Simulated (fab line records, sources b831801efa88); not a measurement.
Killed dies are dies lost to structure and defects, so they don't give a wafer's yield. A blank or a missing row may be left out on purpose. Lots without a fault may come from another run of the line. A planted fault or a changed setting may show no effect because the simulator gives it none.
Chamber matching | flow sky130 | SKY_SONOS_ONO_ETCH_15 on rie_diel-01: 4 sister chambers
The step etches the open film in CHF3/O2, target depth 19.52 nm, time 7.8 s. 18 wafers are shown with their chamber, then 9 later ones without.

WAFERS WITH THEIR CHAMBER
wafer  | chamber | drypump_motor_current_A (A) | rf_fwd_power_W (W) | oes_product_au (a.u.)
L074.1 | 2       | 5.6                         | 586                | 1.003
L074.2 | 1       | 6.5                         | 593                | 0.998
L074.4 | 0       | 5.4                         | 592                | 1.001
L076.2 | 1       | 6.6                         | 592                | 0.995
L076.3 | 0       | 5.4                         | 594                | 1.001
L076.5 | 0       | 5.4                         | 593                | 1.001
L077.1 | 0       | 5.4                         | 592                | 1.001
L077.4 | 2       | 5.6                         | 582                | 0.992
L077.5 | 0       | 5.4                         | 591                | 1.011
L081.1 | 3       | 6.3                         | 588                | 0.991
L081.2 | 1       | 6.5                         | 589                | 0.991
L081.3 | 0       | 5.4                         | 590                | 1.004
L083.1 | 0       | 5.4                         | 591                | 1.012
L083.3 | 2       | 5.6                         | 586                | 0.992
L083.5 | 1       | 6.5                         | 596                | 1.001
L084.1 | 0       | 5.4                         | 591                | 1.000
L084.4 | 3       | 6.3                         | 588                | 0.991
L084.6 | 3       | 6.3                         | 588                | 0.994

SIGNATURES (means of the wafers above)
reading                 | chamber 0 | chamber 1 | chamber 2 | chamber 3 | scatter within a chamber
drypump_motor_current_A | 5.400     | 6.525     | 5.600     | 6.300     | 0.0231
rf_fwd_power_W          | 591.75    | 592.50    | 584.67    | 588.00    | 1.84
oes_product_au          | 1.00387   | 0.99625   | 0.99567   | 0.99200   | 0.00468
Rule: a wafer's distance from a chamber is the root of the sum, over the readings, of the square of ((its reading less the chamber's mean) divided by the reading's scatter). The wafer belongs to the nearest chamber; if the next one is less than 2 further off, it can't be placed. The scatter: the root of (the sum of the squares of (reading less its chamber's mean) over the shown wafers, divided by (wafers less chambers)).

WAFERS WITHOUT THEIR CHAMBER
wafer  | drypump_motor_current_A (A) | rf_fwd_power_W (W) | oes_product_au (a.u.)
L085.1 | 5.4                         | 591                | 1.008
L085.3 | 5.6                         | 586                | 0.995
L085.5 | 5.4                         | 590                | 1.009
L095.1 | 6.3                         | 589                | 1.002
L095.3 | 5.4                         | 590                | 1.012
L095.4 | 6.6                         | 593                | 1.013
L097.1 | 6.3                         | 589                | 1.006
L097.3 | 5.4                         | 591                | 1.002
L097.4 | 6.5                         | 593                | 1.003

WHICH CHAMBER EACH WENT THROUGH
wafer  | from the rows above | in truth
L085.1 | 0                   | 0
L085.3 | 2                   | 2
L085.5 | 0                   | 0
L095.1 | 3                   | 3
L095.3 | 0                   | 0
L095.4 | 1                   | 1
L097.1 | 3                   | 3
L097.3 | 0                   | 0
L097.4 | 1                   | 1
Placed correctly: 9 of 9. Can't be placed from these rows: 0. Placed wrongly: 0.
